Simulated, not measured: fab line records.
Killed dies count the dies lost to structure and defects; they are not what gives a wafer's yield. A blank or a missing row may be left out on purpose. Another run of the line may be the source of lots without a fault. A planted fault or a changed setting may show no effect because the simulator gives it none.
fab line records    flow sky130
[record] lots = 5  wafers = 15  last_day = 49
route steps=708 shown GATE_OXIDE@201 POLY_GATE@204 RES_PROTECT@206 LDD_N@237 PAD_OPEN@708
lots that met no fault: taken from a fault-free run of the same line
start_h: hours from the record's opening day to when the first of the lot's shown wafers began    wait_h: how many hours have passed since the lot's step before this one    " identical to the entry in the row above    L1.1+2: a row that stands for several wafers    - no value present, or no start provided    * or withheld: withheld    < > ~ a bound
route shown NAME@n: NAME is a module with steps in the file, n the number in the route of the first one    usual: average and standard deviation across the fault-free wafers    same: alike in all rows    chamber/n: place in a boat    sites: each site's reading    _std_site: standard deviation across them    _edge_site: inner sites' mean taken away from outer sites' mean    radius_mm: for every site, how far away it sits from the centre of the wafer    mask NAME#n: copy n    behind: tool/chamber where the wafer was last shaped    hold: the reason the lot was held/the length of the hold in hours/how it ended    device: transistor that didn't switch, given as n, p or np    end of line: the route-end tests of the same wafers    for a step that has no rows: nothing shown but its recipe    killed: dies that structure and defects cost at the first sort, which is not the same as the wafer's yield    map: the dies of a wafer, with x for killed, . for not killed, _ for no die there
set.NAME: the run value of the setting; set.NAME@STEP: its run value at that earlier step    model.NAME: the simulator's own value behind a step, which no gauge read
a table for each step, a row for each wafer; lots at some steps of the route
services: the hour from which a tool's chamber was out of use, counted from the record's first day as start_h (under 0 if before that day), plus the number of hours and why
[[steps]]
[step SKY_GATE_OXIDE_TW_MEAS_14]
[usual] GATE_OXIDE_TW = 222.8/2.3
lot.wafer  tool           chamber  start_h  wait_h  GATE_OXIDE_TW
L829.1     film_metro-04  -        313.68   0.1     226.3
L829.5     "              -        "        "       225.8
L829.6     "              -        "        "       226.1
L832.1     film_metro-04  -        335.23   0.1     226.0
L832.3     "              -        "        "       225.9
L832.4     "              -        "        "       225.6
L836.1     film_metro-02  -        373.96   0.1     218.1
L836.4     "              -        "        "       218.0
L836.5     "              -        "        "       218.7
L843.1     film_metro-02  -        434.82   0.1     220.8
L843.2     "              -        "        "       220.4
L843.3     "              -        "        "       220.6
L846.1     film_metro-02  -        462.33   0.1     219.4
L846.2     "              -        "        "       220.0
L846.6     "              -        "        "       219.4
[step SKY_GATE_OXIDE_CLEAN_15]
[recipe] chemistry = SC1/SC2  mix = 1:4:20  temp_c = 70  time_s = 150  dry = n2_spin
[step SKY_GATE_OXIDE_OXIDATION_16]
[recipe] temp_c = 800  ambient = O2  idle_temp_c = 700  ramp_up_c_per_min = 10  ramp_down_c_per_min = 3  stabilise_s = 600  purge_s = 300  target_thk_a = 35.7  ox_time_s = 1915
[step SKY_POLY_GATE_CVD_00]
[recipe] material = poly-Si  target_thk_nm = 180  temp_c = 620  time_s = 720  pressure_mtorr = 200
[step SKY_POLY_GATE_THK_MEAS_01]
[recipe] reads = poly-Si_of_POLY_GATE_CVD_00
[usual] POLY_GATE_CVD_00_THK = 180.5/1.1
lot.wafer  tool           chamber  start_h  wait_h  POLY_GATE_CVD_00_THK[nm]
L829.1     film_metro-04  -        316.55   0.0     180.3
L829.5     "              -        "        "       179.3
L829.6     "              -        "        "       180.1
L832.1     film_metro-01  -        339.48   0.0     182.0
L832.3     "              -        "        "       181.7
L832.4     "              -        "        "       181.5
L836.1     film_metro-02  -        376.80   0.0     178.9
L836.4     "              -        "        "       180.6
L836.5     "              -        "        "       180.0
L843.1     film_metro-02  -        441.31   0.0     177.9
L843.2     "              -        "        "       179.6
L843.3     "              -        "        "       179.4
L846.1     film_metro-02  -        465.91   0.0     181.5
L846.2     "              -        "        "       182.5
L846.6     "              -        "        "       182.1
[step SKY_RES_PROTECT_DEHYDRATE_00]
[recipe] temp_c = 200  time_s = 60
[step SKY_RES_PROTECT_HMDS_01]
[recipe] prime_time_s = 60  prime_temp_c = 120
[step SKY_RES_PROTECT_COAT_02]
[recipe] resist = NOVOLAK  spin_rpm = 3000  resist_thk_nm = 1140
[step SKY_RES_PROTECT_SOFTBAKE_03]
[recipe] temp_c = 90  time_s = 62.71  resist = NOVOLAK
[usual] plate_sensor_t_centre_C = 90.756/0.01  plate_sensor_t_edge_C = 90.829/0.0089
[same] time_s = 62.71
lot.wafer  tool            chamber  start_h  wait_h  plate_sensor_t_centre_C  plate_sensor_t_edge_C
L829.1     litho_track-01  0        329.70   0.1     90.756                   90.84
L829.5     "               0        "        "       90.740                   90.83
L829.6     "               0        "        "       90.755                   90.84
L832.1     litho_track-03  0        353.59   0.1     90.757                   90.82
L832.3     "               0        "        "       90.762                   90.839
L832.4     "               0        "        "       90.771                   90.842
L836.1     litho_track-03  0        390.69   0.1     90.754                   90.832
L836.4     "               0        "        "       90.762                   90.829
L836.5     "               0        "        "       90.760                   90.833
L843.1     litho_track-04  0        456.07   0.1     90.750                   90.836
L843.2     "               0        "        "       90.747                   90.828
L843.3     "               0        "        "       90.742                   90.835
L846.1     litho_track-04  0        480.67   0.1     90.748                   90.815
L846.2     "               0        "        "       90.767                   90.816
L846.6     "               0        "        "       90.768                   90.828
[step SKY_RES_PROTECT_EXPOSE_04]
[recipe] mask_id = RPM  na = 0.6  source_shape = conventional  sigma_outer = 0.6  polarization = unpolarized  target_cd_nm = 1270  dose_mj = 131
[step SKY_RES_PROTECT_PEB_05]
[recipe] temp_c = withheld  time_s = *  resist = NOVOLAK
[step SKY_RES_PROTECT_DEVELOP_06]
[recipe] resist = NOVOLAK  developer = TMAH  develop_time_s = 60  dev_temp_c = 23
[step SKY_POLY_GATE_IMPLANT_02]
[recipe] species = P  energy_kev = 30  dose_cm2 = 7.7e+15  tilt_deg = 0
[usual] beam_energy_keV = 30.000/0.0087
lot.wafer  tool          chamber  start_h  wait_h  beam_energy_keV
L829.1     implanter-02  0        343.32   0.1     29.997
L829.5     "             0        "        "       30.006
L829.6     "             0        "        "       29.997
L832.1     implanter-01  0        367.32   0.1     30.002
L832.3     "             0        "        "       29.998
L832.4     "             0        "        "       30.012
L836.1     implanter-04  0        404.99   0.1     29.980
L836.4     "             0        "        "       30.001
L836.5     "             0        "        "       30.002
L843.1     implanter-04  0        472.14   0.1     29.993
L843.2     "             0        "        "       29.990
L843.3     "             0        "        "       29.993
L846.1     implanter-02  0        496.79   0.1     29.992
L846.2     "             0        "        "       29.995
L846.6     "             0        "        "       29.988
[step SKY_RES_PROTECT_STRIP_07]
[recipe] chemistry = O2/N2  power_w = 1400  pressure_mtorr = 1500  platen_temp_c = withheld  o2_flow_sccm = 3000  n2_flow_sccm = 300  overash_fraction = 0.5
[step SKY_RES_PROTECT_TW_MEAS_08]
[usual] POLY_GATE_TW = 4015/46
lot.wafer  tool           chamber  start_h  wait_h  POLY_GATE_TW
L829.1     film_metro-01  -        343.57   0.1     4063
L829.5     "              -        "        "       4057
L829.6     "              -        "        "       4056
L832.1     film_metro-03  -        367.57   0.1     4037
L832.3     "              -        "        "       4022
L832.4     "              -        "        "       4027
L836.1     film_metro-03  -        405.24   0.1     4017
L836.4     "              -        "        "       4030
L836.5     "              -        "        "       4024
L843.1     film_metro-02  -        472.39   0.1     3980
L843.2     "              -        "        "       3953
L843.3     "              -        "        "       3926
L846.1     film_metro-01  -        497.04   0.1     4072
L846.2     "              -        "        "       4061
L846.6     "              -        "        "       4054
[step SKY_RES_PROTECT_CLEAN_09]
[recipe] chemistry = SC1/SC2  mix = 1:4:20  temp_c = 70  time_s = 150  dry = n2_spin
[step SKY_POLY_GATE_CVD_03]
[recipe] material = Si3N4  precursor = DCS/NH3  target_thk_nm = 75  temp_c = 770  time_s = 1290  pressure_mtorr = 250
[step SKY_POLY_GATE_THK_MEAS_04]
[recipe] reads = Si3N4_of_POLY_GATE_CVD_03
[usual] POLY_GATE_CVD_03_THK = 75.0/0.61
lot.wafer  tool           chamber  start_h  wait_h  POLY_GATE_CVD_03_THK[nm]
L829.1     film_metro-02  -        345.94   0.0     75.9
L829.5     "              -        "        "       75.6
L829.6     "              -        "        "       75.5
L832.1     film_metro-02  -        371.32   0.0     75.7
L832.3     "              -        "        "       75.3
L832.4     "              -        "        "       76.4
L836.1     film_metro-02  -        406.70   0.0     74.4
L836.4     "              -        "        "       74.8
L836.5     "              -        "        "       74.9
L843.1     film_metro-02  -        474.81   0.0     74.7
L843.2     "              -        "        "       75.3
L843.3     "              -        "        "       74.6
L846.1     film_metro-02  -        498.50   0.0     74.1
L846.2     "              -        "        "       74.7
L846.6     "              -        "        "       74.5
[step SKY_POLY_GATE_DEHYDRATE_05]
[recipe] temp_c = 200  time_s = 60
[step SKY_POLY_GATE_HMDS_06]
[recipe] prime_time_s = 60  prime_temp_c = 120
[step SKY_POLY_GATE_COAT_07]
[recipe] resist = BARC  temp_c = withheld  time_s = withheld  spin_rpm = 3000  resist_thk_nm = 110
[step SKY_POLY_GATE_COAT_08]
[recipe] resist = KrF-thick  spin_rpm = 3000  resist_thk_nm = 450
[step SKY_POLY_GATE_SOFTBAKE_09]
[recipe] temp_c = 100  time_s = 90  resist = KrF-thick
[step SKY_POLY_GATE_EXPOSE_10]
[recipe] mask_id = P1M  na = 0.68  source_shape = conventional  sigma_outer = 0.6  target_cd_nm = 150  dose_mj = 28
[step SKY_POLY_GATE_PEB_11]
[recipe] peb_temp_c = withheld  peb_time_s = withheld  resist = KrF-thick
[step SKY_POLY_GATE_DEVELOP_12]
[recipe] develop_time_s = 60  resist = KrF-thick  dev_temp_c = 20.47
[step SKY_POLY_GATE_CD_MEAS_13]
[recipe] target_cd_nm = 150
[usual] cd_nm = 151.0/1.5
lot.wafer  tool       chamber  start_h  wait_h  cd_nm
L829.1     cd_sem-02  -        374.22   -       151.7
L829.5     "          -        "        "       150.4
L829.6     "          -        "        "       151.2
L832.1     cd_sem-02  -        406.59   -       149.9
L832.3     "          -        "        "       149.1
L832.4     "          -        "        "       149.6
L836.1     cd_sem-02  -        435.94   -       151.6
L836.4     "          -        "        "       150.0
L836.5     "          -        "        "       150.6
L843.1     cd_sem-02  -        505.59   -       148.7
L843.2     "          -        "        "       149.4
L843.3     "          -        "        "       149.9
L846.1     cd_sem-02  -        529.04   -       151.4
L846.2     "          -        "        "       153.2
L846.6     "          -        "        "       152.2
[step SKY_POLY_GATE_OVL_MEAS_14]
[usual] POLY_GATE_OVL = 1/6.2
lot.wafer  tool        chamber  start_h  wait_h  POLY_GATE_OVL[nm]
L829.1     overlay-01  -        374.34   0.1     -6
L829.5     "           -        "        "       -2
L829.6     "           -        "        "       1
L832.1     overlay-02  -        406.71   0.1     -6
L832.3     "           -        "        "       -12
L832.4     "           -        "        "       -6
L836.1     overlay-01  -        436.06   0.1     5
L836.4     "           -        "        "       8
L836.5     "           -        "        "       10
L843.1     overlay-02  -        505.71   0.1     11
L843.2     "           -        "        "       1
L843.3     "           -        "        "       5
L846.1     overlay-02  -        529.16   0.1     9
L846.2     "           -        "        "       8
L846.6     "           -        "        "       12
[step SKY_POLY_GATE_ETCH_15]
[recipe] chemistry = N2/H2  target = BARC  ion_energy_ev = 200  source_w = 500  bias_w = 100  pressure_mtorr = 30  n2_flow_sccm = 100  h2_flow_sccm = 200  stop_on = SiO2  time_s = 118.5  target_depth_a = 1100
[usual] chamber_pressure_mTorr = 30.004/0.027  drypump_motor_current_A = 5.9/0.42  oes_product_au = 0.716/0.005  throttle_valve_pct = 13.213/0.01
[same] time_s = 118.5
lot.wafer  tool         chamber  start_h  wait_h  chamber_pressure_mTorr  drypump_motor_current_A  oes_product_au  rf_hours_counter_h  throttle_valve_pct
L829.1     rie_diel-03  3        374.38   0.0     29.998                  5.9                      0.717           6                   13.197
L829.5     "            0        "        "       30.003                  5.8                      0.722           -                   13.213
L829.6     "            1        "        "       29.966                  6.3                      0.714           -                   13.217
L832.1     rie_diel-02  2        406.75   0.0     29.963                  5.9                      0.717           11                  13.214
L832.3     "            3        "        "       29.996                  5.2                      0.718           88                  13.220
L832.4     "            0        "        "       30.001                  6.3                      0.710           5                   13.223
L836.1     rie_diel-03  3        436.10   0.0     29.970                  5.9                      0.731           7                   13.215
L836.4     "            1        "        "       30.009                  6.3                      0.710           66                  13.202
L836.5     "            1        "        "       29.994                  6.3                      0.719           -                   13.217
L843.1     rie_diel-03  2        505.75   0.0     30.011                  5.5                      0.713           1                   13.214
L843.2     "            0        "        "       30.023                  5.8                      0.714           11                  13.204
L843.3     "            1        "        "       30.016                  6.3                      0.718           67                  13.220
L846.1     rie_diel-03  0        529.20   0.0     29.981                  5.8                      0.723           11                  13.217
L846.2     "            2        "        "       30.022                  5.6                      0.715           1                   13.216
L846.6     "            3        "        "       30.027                  5.9                      0.707           -                   13.209
[step SKY_POLY_GATE_ETCH_16]
[recipe] stop_on = poly-Si  chemistry = CH3F/O2  target = Si3N4  source_w = 400  bias_w = 80  pressure_mtorr = 25  ch3f_flow_sccm = 40  O2_flow_sccm = 30  time_s = 147.5  target_depth_a = 750
[usual] O2_flow_sccm = 30.00/0.09  chamber_pressure_mTorr = 25.004/0.024  drypump_motor_current_A = 5.9/0.42  oes_product_au = 0.640/0.0049  throttle_valve_pct = 10.535/0.009
[same] time_s = 147.5
lot.wafer  tool         chamber  start_h  wait_h  O2_flow_sccm  chamber_pressure_mTorr  drypump_motor_current_A  oes_product_au  rf_hours_counter_h  throttle_valve_pct
L829.1     rie_diel-03  3        374.46   0.0     29.97         25.017                  5.8                      0.647           6                   10.525
L829.5     "            0        "        "       30.03         24.980                  5.8                      0.645           -                   10.532
L829.6     "            1        "        "       29.81         24.982                  6.3                      0.637           -                   10.557
L832.1     rie_diel-02  2        406.83   0.0     30.00         24.997                  5.9                      0.639           11                  10.531
L832.3     "            3        "        "       29.98         25.031                  5.1                      0.636           88                  10.531
L832.4     "            0        "        "       29.84         24.982                  6.2                      0.636           5                   10.527
L836.1     rie_diel-03  3        436.18   0.0     30.02         24.989                  5.9                      0.636           7                   10.541
L836.4     "            1        "        "       30.06         25.036                  6.3                      0.640           66                  10.553
L836.5     "            1        "        "       30.07         24.969                  6.3                      0.639           -                   10.533
L843.1     rie_diel-03  2        505.83   0.0     29.94         25.037                  5.5                      0.647           1                   10.541
L843.2     "            0        "        "       30.03         25.009                  5.8                      0.647           11                  10.541
L843.3     "            1        "        "       30.05         24.992                  6.3                      0.636           67                  10.535
L846.1     rie_diel-03  0        529.28   0.0     30.08         25.011                  5.8                      0.640           11                  10.533
L846.2     "            2        "        "       30.15         25.011                  5.6                      0.636           1                   10.525
L846.6     "            3        "        "       29.92         24.990                  5.9                      0.639           -                   10.522
[step SKY_POLY_GATE_ETCH_17]
[recipe] target_depth_nm = 180  stop_on = SiO2  over_etch_frac = 0.56667  chemistry = HBr/Cl2  target = poly-Si  icp_w = 400  bias_w = 100  pressure_mtorr = 10  HBr_flow_sccm = 150  Cl2_flow_sccm = 50  time_s = 70.5
[usual] chamber_pressure_mTorr = 10.000/0.0085  drypump_motor_current_A = 5.7/0.39  oes_product_au = 0.989/0.0059  throttle_valve_pct = 33.685/0.0086
[same] time_s = 70.5
lot.wafer  tool       chamber  start_h  wait_h  chamber_pressure_mTorr  drypump_motor_current_A  oes_product_au  rf_hours_counter_h  throttle_valve_pct
L829.1     rie_si-02  2        374.56   0.0     9.990                   6.3                      0.998           5                   33.682
L829.5     "          3        "        "       10.009                  5.2                      0.991           -                   33.672
L829.6     "          0        "        "       10.008                  5.6                      0.989           -                   33.702
L832.1     rie_si-02  1        406.93   0.0     10.018                  5.2                      0.988           40                  33.689
L832.3     "          2        "        "       9.989                   6.4                      0.994           5                   33.671
L832.4     "          0        "        "       10.009                  5.6                      0.984           80                  33.703
L836.1     rie_si-01  0        436.28   0.0     9.992                   5.9                      0.979           5                   33.677
L836.4     "          2        "        "       9.998                   5.5                      0.990           3                   33.682
L836.5     "          2        "        "       10.016                  5.4                      0.987           -                   33.685
L843.1     rie_si-02  1        505.93   0.0     10.000                  5.2                      0.979           41                  33.679
L843.2     "          2        "        "       9.994                   6.4                      0.985           6                   33.675
L843.3     "          0        "        "       10.005                  5.6                      0.980           0                   33.681
L846.1     rie_si-02  2        529.38   0.0     10.003                  6.4                      0.983           6                   33.695
L846.2     "          1        "        "       9.993                   5.2                      0.992           41                  33.684
L846.6     "          2        "        "       9.997                   6.4                      0.986           -                   33.696
[step SKY_POLY_GATE_STRIP_18]
[recipe] chemistry = O2/N2  power_w = 1400  pressure_mtorr = 1500  platen_temp_c = withheld  o2_flow_sccm = 3000  n2_flow_sccm = 300  overash_fraction = 0.5
[usual] chamber_pressure_mTorr = 1499.8/1.5  drypump_motor_current_A = 5.9/0.31  oes_product_au = 0.360/0.0052  strip_time_to_endpoint_s = 3.164/0.028
lot.wafer  tool             chamber  start_h  wait_h  chamber_pressure_mTorr  drypump_motor_current_A  oes_product_au  rf_hours_counter_h  strip_time_to_endpoint_s
L829.1     plasma_asher-01  1        374.61   0.0     1496.6                  5.9                      0.356           26                  3.142
L829.5     "                0        "        "       1500.7                  5.8                      0.357           -                   3.166
L829.6     "                1        "        "       1498.8                  5.9                      0.347           -                   3.186
L832.1     plasma_asher-01  1        406.98   0.0     1500.1                  5.9                      0.352           29                  3.188
L832.3     "                0        "        "       1498.2                  5.7                      0.356           -                   3.156
L832.4     "                1        "        "       1503.0                  5.9                      0.352           -                   3.169
L836.1     plasma_asher-01  0        436.34   0.0     1501.0                  5.8                      0.361           32                  3.114
L836.4     "                0        "        "       1499.8                  5.8                      0.361           -                   3.138
L836.5     "                0        "        "       1497.7                  5.7                      0.359           -                   3.137
L843.1     plasma_asher-01  0        506.07   0.1     1499.0                  5.7                      0.380           40                  3.216
L843.2     "                1        "        "       1500.1                  5.9                      0.363           40                  3.165
L843.3     "                1        "        "       1499.7                  5.9                      0.361           -                   3.181
L846.1     plasma_asher-03  0        529.44   0.0     1497.8                  6.1                      0.359           79                  3.187
L846.2     "                1        "        "       1499.4                  6.4                      0.368           79                  3.203
L846.6     "                0        "        "       1499.0                  6.1                      0.369           -                   3.163
[step SKY_POLY_GATE_CLEAN_19]
[recipe] chemistry = SC1/SC2  mix = 1:4:20  temp_c = 70  time_s = 150  dry = n2_spin
[step SKY_POLY_GATE_OXIDATION_20]
[recipe] temp_c = 850  ambient = O2  stabilise_s = 600  purge_s = 300  target_thk_a = 40  ox_time_s = 899
[step SKY_POLY_GATE_THK_MEAS_21]
[recipe] reads = SiO2_of_POLY_GATE_OXIDATION_20
[usual] POLY_GATE_OXIDATION_THK = 4.01/0.072
lot.wafer  tool           chamber  start_h  wait_h  POLY_GATE_OXIDATION_THK[nm]
L829.1     film_metro-04  -        376.83   0.0     4.02
L829.5     "              -        "        "       3.98
L829.6     "              -        "        "       3.89
L832.1     film_metro-04  -        408.63   0.0     4.02
L832.3     "              -        "        "       3.90
L832.4     "              -        "        "       3.99
L836.1     film_metro-01  -        440.93   0.0     4.10
L836.4     "              -        "        "       4.05
L836.5     "              -        "        "       4.10
L843.1     film_metro-02  -        507.80   0.0     4.02
L843.2     "              -        "        "       4.01
L843.3     "              -        "        "       4.00
L846.1     film_metro-01  -        530.84   0.0     4.00
L846.2     "              -        "        "       4.03
L846.6     "              -        "        "       4.04
[step SKY_POLY_GATE_CD_MEAS_22]
[usual] cd_nm = 151.0/2
lot.wafer  tool       chamber  start_h  wait_h  cd_nm
L829.1     cd_sem-02  -        376.89   0.1     153.5
L829.5     "          -        "        "       151.4
L829.6     "          -        "        "       149.2
L832.1     cd_sem-02  -        408.69   0.1     151.4
L832.3     "          -        "        "       152.5
L832.4     "          -        "        "       150.9
L836.1     cd_sem-02  -        440.99   0.1     154.5
L836.4     "          -        "        "       149.5
L836.5     "          -        "        "       150.2
L843.1     cd_sem-02  -        507.86   0.1     149.1
L843.2     "          -        "        "       149.9
L843.3     "          -        "        "       147.0
L846.1     cd_sem-01  -        530.90   0.1     152.0
L846.2     "          -        "        "       153.8
L846.6     "          -        "        "       154.6
[step SKY_LDD_N_DEHYDRATE_00]
[recipe] temp_c = 200  time_s = 60
[step SKY_LDD_N_HMDS_01]
[recipe] prime_time_s = 60  prime_temp_c = 120
[step SKY_LDD_N_COAT_02]
[recipe] resist = NOVOLAK  spin_rpm = 3000  resist_thk_nm = 300
[step SKY_LDD_N_SOFTBAKE_03]
[recipe] temp_c = 90  time_s = 60  resist = NOVOLAK
[step SKY_LDD_N_EXPOSE_04]
[recipe] mask_id = NTM  target_cd_nm = 840  na = 0.6  source_shape = conventional  sigma_outer = 0.6  dose_mj = 110
[step SKY_LDD_N_PEB_05]
[recipe] temp_c = withheld  time_s = *  resist = NOVOLAK
[step SKY_PAD_OPEN_PROBE_99]
[usual] killed_at_M0_to_M3 = 43/7.3  killed_at_M4_up = 3.1/1.8  killed_at_contacts = 24/5.4  killed_at_front_end = 15/4.1  killed_at_other = 0.2/0.52  killed_dies = 86/10  killed_open = 47/7.3  killed_short = 39/6.4
[same] gross_dies = 492  killed_at_back_side = 0
lot.wafer  tool       chamber  start_h  wait_h  killed_at_M0_to_M3  killed_at_M4_up  killed_at_contacts  killed_at_front_end  killed_at_other  killed_dies  killed_open  killed_short  model.etest.res_poly.rs_ohm_sq_range
L829.1     prober-02  -        1077.77  0.1     38                  5                20                  18                   0                81           46           35            0.8688
L829.5     prober-02  -        1077.97  0.2     40                  6                26                  12                   0                84           37           47            1.133
L829.6     prober-02  -        1078.02  0.2     44                  2                28                  15                   0                89           53           36            1.081
L832.1     prober-01  -        1101.37  0.1     41                  1                24                  12                   0                78           41           37            1.183
L832.3     prober-01  -        1101.47  0.2     48                  2                26                  19                   0                95           55           39            1.253
L832.4     prober-01  -        1101.52  0.2     54                  3                20                  11                   1                89           48           41            0.8157
L836.1     prober-01  -        1121.55  0.1     46                  1                21                  7                    1                76           45           30            1.654
L836.4     prober-01  -        1121.70  0.2     44                  5                19                  12                   0                80           34           46            0.8406
L836.5     prober-01  -        1121.75  0.2     38                  5                11                  14                   0                68           40           28            1.295
L843.1     prober-02  -        1165.55  0.1     45                  1                24                  11                   0                81           44           37            8.209
L843.2     prober-02  -        1165.60  0.1     43                  4                15                  12                   0                74           39           35            8.195
L843.3     prober-02  -        1165.65  0.2     49                  4                24                  9                    1                87           55           32            8.924
L846.1     prober-02  -        1175.61  0.1     44                  1                33                  16                   0                94           52           42            0.7336
L846.2     prober-02  -        1175.66  0.1     53                  2                21                  14                   0                90           53           37            1.554
L846.6     prober-02  -        1175.86  0.2     38                  5                18                  12                   0                73           46           27            0.783
// killed by level:class
L829.1 CONTACT:geometric_particle:short=7 VIA3:geometric_particle:open=7 VIA1:geometric_particle:open=7 POLY_GATE:geometric_particle:open=6 CONTACT:geometric_particle:open=6 METAL1:geometric_particle:short=5 VIA2:geometric_particle:open=5 FIELD_ISO:geometric_particle:open=4
L829.5 CONTACT:geometric_particle:short=8 VIA1:geometric_particle:open=8 CONTACT:geometric_particle:open=7 METAL2:geometric_particle:short=6 METAL4:geometric_particle:short=6 LI_CONTACT:geometric_particle:short=5 METAL1:geometric_particle:short=5 VIA2:geometric_particle:open=5
L829.6 CONTACT:geometric_particle:open=11 VIA2:geometric_particle:open=9 METAL1:geometric_particle:short=9 LI_CONTACT:geometric_particle:open=8 VIA3:geometric_particle:open=7 VIA1:geometric_particle:open=6 LOCAL_INTERCONNECT:geometric_particle:short=5 VIA3:geometric_particle:short=5
L832.1 LI_CONTACT:geometric_particle:open=9 CONTACT:geometric_particle:open=9 VIA1:geometric_particle:open=8 METAL1:geometric_particle:short=6 METAL2:geometric_particle:short=6 VIA3:geometric_particle:open=5 FIELD_ISO:geometric_particle:short=4 VIA2:geometric_particle:open=4
L832.3 CONTACT:geometric_particle:open=14 VIA1:geometric_particle:open=12 VIA2:geometric_particle:open=8 LI_CONTACT:geometric_particle:open=7 VIA3:geometric_particle:short=6 METAL1:geometric_particle:short=5 POLY_GATE:geometric_particle:short=4 FIELD_ISO:geometric_particle:short=3
L832.4 VIA1:geometric_particle:open=16 CONTACT:geometric_particle:open=10 VIA3:geometric_particle:open=8 METAL1:geometric_particle:short=6 VIA1:geometric_particle:short=5 METAL2:geometric_particle:short=5 VIA3:geometric_particle:short=5 LI_CONTACT:geometric_particle:open=4
L836.1 CONTACT:geometric_particle:open=12 VIA1:geometric_particle:open=9 LI_CONTACT:geometric_particle:open=6 VIA1:geometric_particle:short=6 METAL2:geometric_particle:short=5 VIA2:geometric_particle:open=5 METAL3:geometric_particle:short=4 VIA3:geometric_particle:open=4
L836.4 VIA1:geometric_particle:open=13 POLY_GATE:geometric_particle:short=6 VIA1:geometric_particle:short=6 LOCAL_INTERCONNECT:geometric_particle:short=5 CONTACT:geometric_particle:open=5 VIA3:geometric_particle:open=5 LI_CONTACT:geometric_particle:open=4 METAL1:geometric_particle:short=4
L836.5 VIA1:geometric_particle:open=9 VIA3:geometric_particle:open=9 VIA2:geometric_particle:open=6 VIA3:geometric_particle:short=5 LI_CONTACT:geometric_particle:open=5 CONTACT:geometric_particle:open=4 METAL4:geometric_particle:short=4 FIELD_ISO:geometric_particle:short=3
L843.1 VIA1:geometric_particle:open=13 CONTACT:geometric_particle:open=7 METAL1:geometric_particle:short=7 VIA3:geometric_particle:open=7 LI_CONTACT:geometric_particle:open=6 CONTACT:geometric_particle:short=5 METAL2:geometric_particle:short=5 POLY_GATE:geometric_particle:short=4
L843.2 METAL2:geometric_particle:short=10 CONTACT:geometric_particle:open=8 VIA1:geometric_particle:short=7 VIA2:geometric_particle:open=6 VIA1:geometric_particle:open=6 VIA3:geometric_particle:open=5 LI_CONTACT:geometric_particle:open=5 METAL4:geometric_particle:short=4
L843.3 CONTACT:geometric_particle:open=12 VIA1:geometric_particle:open=10 METAL2:geometric_particle:short=10 LI_CONTACT:geometric_particle:open=8 VIA1:geometric_particle:short=7 VIA2:geometric_particle:open=6 VIA3:geometric_particle:open=4 FIELD_ISO:geometric_particle:open=3
L846.1 CONTACT:geometric_particle:open=14 VIA3:geometric_particle:open=10 VIA1:geometric_particle:open=8 LI_CONTACT:geometric_particle:open=7 METAL2:geometric_particle:short=6 METAL1:geometric_particle:short=5 FIELD_ISO:geometric_particle:short=4 POLY_GATE:geometric_particle:open=4
L846.2 VIA1:geometric_particle:open=13 LI_CONTACT:geometric_particle:open=6 METAL1:geometric_particle:short=6 VIA1:geometric_particle:short=6 VIA2:geometric_particle:open=6 VIA3:geometric_particle:open=6 POLY_GATE:geometric_particle:open=5 CONTACT:geometric_particle:open=5
L846.6 VIA1:geometric_particle:open=12 CONTACT:geometric_particle:open=7 VIA3:geometric_particle:open=7 LOCAL_INTERCONNECT:geometric_particle:short=4 LI_CONTACT:geometric_particle:open=4 VIA2:geometric_particle:open=4 FIELD_ISO:geometric_particle:short=3 METAL1:geometric_particle:short=3
[[services]]
tool             chamber  start_h  hours  kind
rie_si-01        0        317.49   4.2    repair
plasma_asher-01  -        334.71   2.2    repair
implanter-01     -        334.84   4.1    repair
implanter-02     -        341.40   0.9    repair
rie_diel-02      3        343.94   1.7    repair
plasma_asher-01  -        359.88   2.8    pm
rie_diel-03      0        360.58   1.2    repair
implanter-01     -        360.78   2.1    pm
rie_diel-02      -        374.27   0.2    repair
implanter-02     -        394.73   6.7    pm
rie_si-02        2        413.64   4.3    repair
rie_si-02        0        414.22   3.6    repair
rie_si-02        -        415.39   14.6   pm
rie_diel-02      2        431.39   5.6    repair
rie_si-02        2        437.99   2.3    repair
plasma_asher-01  -        450.94   0.7    repair
rie_diel-02      0        454.12   8.2    repair
implanter-01     -        456.49   6.4    repair
rie_diel-02      2        460.60   13.2   repair
rie_diel-02      3        468.56   12.7   repair
rie_si-02        -        469.94   2.8    pm
plasma_asher-01  -        506.51   0.8    repair
implanter-02     -        510.49   1.0    repair
rie_diel-02      0        515.72   7.7    repair
[[key]]
first_sign none at tools or gauges
[model_effect] step = SKY_PAD_OPEN_PROBE_99  value = etest.res_poly.rs_ohm_sq_range  without = 1.334  struck = 8.443
met_at SKY_POLY_GATE_IMPLANT_02
struck_wafers L843.1,L843.2,L843.3
tester_left_out L843
onset_between 404.99 472.14
also_fits SKY_POLY_GATE_STRIP_18:plasma_asher-01
[fault] kind = process_parameter_drift  tool = implanter-04  chamber = -  onset_h = 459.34  steps = SKY_POLY_GATE_IMPLANT_02  channel = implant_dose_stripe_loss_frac  offset = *  shape = step  end_h = 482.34
// tester_left_out: of these lots the tester's yield and bins aren't shown, on N5 and GAA mostly nor the transistor test; their killed dies are dies lost to structure and defects alone, not to doping, threshold or leakage, so they don't give the yield
